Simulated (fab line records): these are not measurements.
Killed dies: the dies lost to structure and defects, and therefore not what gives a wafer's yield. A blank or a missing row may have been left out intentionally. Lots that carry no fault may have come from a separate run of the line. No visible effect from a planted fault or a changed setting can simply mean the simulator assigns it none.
Which tool did it? | flow gf180mcu | 12 lots with 36 wafers sampled at 6 steps, on a route of 602 steps

## WHAT THE GAUGES READ, wafer by wafer
GF_NWELL_OVL_MEAS_07.
lot  | measured    | on         | NWELL_OVL (nm)
L759 | day 3 08:52 | overlay-01 | -0.4 1.7 0.8
L760 | day 3 13:53 | overlay-02 | -0.4 0.5 0.7
L762 | day 4 00:57 | overlay-02 | -1.4 -0.4 0.1
L763 | day 4 04:41 | overlay-02 | 1.8 0.0 1.0
L766 | day 4 21:23 | overlay-02 | 0.4 0.3 0.0
L767 | day 5 02:02 | overlay-01 | 0.2 0.0 0.8
L769 | day 5 15:44 | overlay-02 | -2.7 -2.0 1.1
L770 | day 5 18:21 | overlay-01 | 1.0 -1.0 1.7
L775 | day 6 22:53 | overlay-02 | -1.7 1.6 1.5
L776 | day 7 04:26 | overlay-02 | -2.7 -2.2 -4.9
L778 | day 7 18:18 | overlay-01 | -2.8 -3.4 -2.1
L782 | day 8 15:01 | overlay-02 | 0.2 -1.2 0.1

GF_LVPWELL_TW_MEAS_11.
lot  | measured    | on            | LVPWELL_TW
L759 | day 3 22:59 | film-metro-02 | 560 560 559
L760 | day 4 03:41 | film-metro-04 | 555 558 555
L762 | day 4 14:28 | film-metro-04 | 556 558 557
L763 | day 4 18:56 | film-metro-02 | 565 561 563
L766 | day 5 11:59 | film-metro-01 | 546 548 547
L767 | day 5 16:53 | film-metro-02 | 561 559 562
L769 | day 6 06:59 | film-metro-04 | 551 552 553
L770 | day 6 10:21 | film-metro-01 | 542 547 544
L775 | day 7 15:02 | film-metro-04 | 552 554 553
L776 | day 7 20:38 | film-metro-02 | 528 527 526
L778 | day 8 11:32 | film-metro-01 | 516 513 514
L782 | day 9 07:36 | film-metro-04 | 560 559 560

GF_VT_IMPLANT_TW_MEAS_21.
lot  | measured     | on            | VT_IMPLANT_2_TW
L759 | day 6 06:58  | film-metro-02 | 1215 1220 1215
L760 | day 6 12:58  | film-metro-03 | 1224 1234 1227
L762 | day 7 01:26  | film-metro-01 | 1177 1186 1189
L763 | day 7 06:01  | film-metro-01 | 1188 1184 1182
L766 | day 8 02:05  | film-metro-01 | 1189 1190 1189
L767 | day 8 07:47  | film-metro-03 | 1220 1223 1226
L769 | day 8 22:20  | film-metro-03 | 1224 1218 1219
L770 | day 9 03:43  | film-metro-01 | 1189 1189 1186
L775 | day 10 10:58 | film-metro-03 | 1207 1219 1215
L776 | day 10 16:32 | film-metro-03 | 1219 1212 1217
L778 | day 11 08:35 | film-metro-01 | 1198 1192 1193
L782 | day 12 08:08 | film-metro-01 | 1191 1200 1200

GF_VT_IMPLANT_RS_MEAS_48: measures by four-point-probe.
lot  | measured     | on            | LVPWELL_RS (ohm/sq)
L759 | day 7 14:43  | film-metro-04 | 1195 1194 1193
L760 | day 7 20:29  | film-metro-01 | 1197 1197 1202
L762 | day 8 10:41  | film-metro-04 | 1200 1197 1197
L763 | day 8 14:58  | film-metro-02 | 1195 1193 1198
L766 | day 9 11:10  | film-metro-01 | 1200 1199 1200
L767 | day 9 16:47  | film-metro-04 | 1195 1198 1197
L769 | day 10 09:31 | film-metro-04 | 1201 1199 1200
L770 | day 10 14:56 | film-metro-04 | 1200 1199 1196
L775 | day 12 00:02 | film-metro-01 | 1204 1203 1201
L776 | day 12 05:41 | film-metro-01 | 1356 1358 1359
L778 | day 12 23:50 | film-metro-04 | 1362 1365 1361
L782 | day 14 00:19 | film-metro-04 | 1196 1198 1198

## WHICH TOOL RAN EACH LOT (tool, then ch and the chambers of the sampled wafers, then the start)
lot  | GF_NWELL_STRIP_10                   | GF_LVPWELL_IMPLANT_08
L759 | plasma-asher-01 ch 0,1, day 3 09:11 | implanter-04 ch 0, day 3 22:35
L760 | plasma-asher-01 ch 0,1, day 3 14:13 | implanter-04 ch 0, day 4 03:18
L762 | plasma-asher-04 ch 0,1, day 4 01:17 | implanter-03 ch 0, day 4 14:04
L763 | plasma-asher-04 ch 0,1, day 4 05:01 | implanter-02 ch 0, day 4 18:32
L766 | plasma-asher-02 ch 0,1, day 4 21:43 | implanter-03 ch 0, day 5 11:35
L767 | plasma-asher-04 ch 0,1, day 5 02:22 | implanter-04 ch 0, day 5 16:29
L769 | plasma-asher-01 ch 0,1, day 5 16:04 | implanter-04 ch 0, day 6 06:35
L770 | plasma-asher-01 ch 0,1, day 5 18:42 | implanter-03 ch 0, day 6 09:59
L775 | plasma-asher-02 ch 0,1, day 6 23:13 | implanter-03 ch 0, day 7 14:40
L776 | plasma-asher-04 ch 1, day 7 04:46   | implanter-04 ch 0, day 7 20:16
L778 | plasma-asher-02 ch 0,1, day 7 18:38 | implanter-04 ch 0, day 8 11:08
L782 | plasma-asher-01 ch 0,1, day 8 15:22 | implanter-03 ch 0, day 9 07:14
- GF_NWELL_STRIP_10: strips in O2/N2.
- GF_LVPWELL_IMPLANT_08

## WHAT THE TOOLS THEMSELVES READ (means of the sampled wafers that have a number; where no wafer has one, the mark that the record gives instead)
GF_NWELL_STRIP_10.
lot  | tool            | drypump-motor-current-A (A) | heater-power-w (W) | oes-product-au (a.u.) | strip-time-to-endpoint-s (s)
L759 | plasma-asher-01 | 6.2                         | 319                | 0.719                 | 36.80
L760 | plasma-asher-01 | 6.1                         | 317                | 0.725                 | 36.96
L762 | plasma-asher-04 | 5.4                         | 376                | 0.726                 | 37.10
L763 | plasma-asher-04 | 5.4                         | 377                | 0.725                 | 36.86
L766 | plasma-asher-02 | 6.4                         | 353                | 0.724                 | 36.93
L767 | plasma-asher-04 | 5.6                         | 388                | 0.719                 | 36.97
L769 | plasma-asher-01 | 6.4                         | 319                | 0.723                 | 37.05
L770 | plasma-asher-01 | 6.4                         | 319                | 0.726                 | 37.15
L775 | plasma-asher-02 | 6.2                         | 373                | 0.721                 | 37.06
L776 | plasma-asher-04 | 5.1                         | 368                | 0.722                 | 37.02
L778 | plasma-asher-02 | 6.4                         | 338                | 0.723                 | 37.07
L782 | plasma-asher-01 | 6.2                         | 317                | 0.722                 | 36.96

GF_LVPWELL_IMPLANT_08.
lot  | tool         | dose-ions-cm2 | faraday-current-uA
L759 | implanter-04 | 1.4993e+13    | 85.4
L760 | implanter-04 | 1.5011e+13    | 84.5
L762 | implanter-03 | 1.4980e+13    | 82.2
L763 | implanter-02 | 1.5004e+13    | 85.3
L766 | implanter-03 | 1.4986e+13    | 84.7
L767 | implanter-04 | 1.4988e+13    | 84.4
L769 | implanter-04 | 1.4994e+13    | 84.9
L770 | implanter-03 | 1.5003e+13    | 83.1
L775 | implanter-03 | 1.5017e+13    | 82.6
L776 | implanter-04 | 1.1630e+13    | 64.8
L778 | implanter-04 | 1.1623e+13    | 65.9
L782 | implanter-03 | 1.4988e+13    | 85.1

## THE ANSWER, worked out from the rows above alone
Rule: usual is defined by the lots themselves. Put in order of their means at a reading, lots are off if they are a third of the lots or fewer, leave a main group of 4 or more, and stand apart from it by a gap of 3 or more times the standard deviation of the main group's means; of several such gaps the widest counts. A main group is skipped when, at the precision printed for the reading in the tables above, its means are all equal. A lot without any number at a reading at which 4 lots or more have one is off too. The other lots that the step has rows for count as sound. First the gauges in route order, then the tools' own readings, where a lot's mean is used as printed above. The first step at which some lot is off is used, and at that step the reading that is off furthest; a lot without a number counts as furthest.
Off: L776, L778, seen at GF_VT_IMPLANT_RS_MEAS_48 (LVPWELL_RS). For the main group the mean is 1198 ohm/sq and the standard deviation 2.3.
If a tool, at a process step before that reading, ran all the lots that are off and no sound lot after the first of them, it fits. The gauges at GF_VT_IMPLANT_RS_MEAS_48 aren't tried: what is off there is off at GF_LVPWELL_IMPLANT_08 too, on other tools, and a gauge's error can't cause that. One fits: GF_LVPWELL_IMPLANT_08 on implanter-04. A fault onset in the window from L769 (day 6 06:35, its last sound lot) to L776 (day 7 20:16, its first lot off) fits.
The tool's own readings at GF_LVPWELL_IMPLANT_08 bear it out: on the lots that are off they differ by more than 5 times the standard deviation of the sound lots' means. dose-ions-cm2 reads 1.1626e+13 there against 1.4996e+13 on the sound lots; faraday-current-uA reads 65.3 there against 84.2 on the sound lots.

## WHAT THE SIMULATOR PUT IN
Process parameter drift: implanter-04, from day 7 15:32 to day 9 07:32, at GF_LVPWELL_IMPLANT_08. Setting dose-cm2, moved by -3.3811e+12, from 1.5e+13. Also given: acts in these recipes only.
Shown lots that were struck: L776, L778. The rule above reached the same finding.
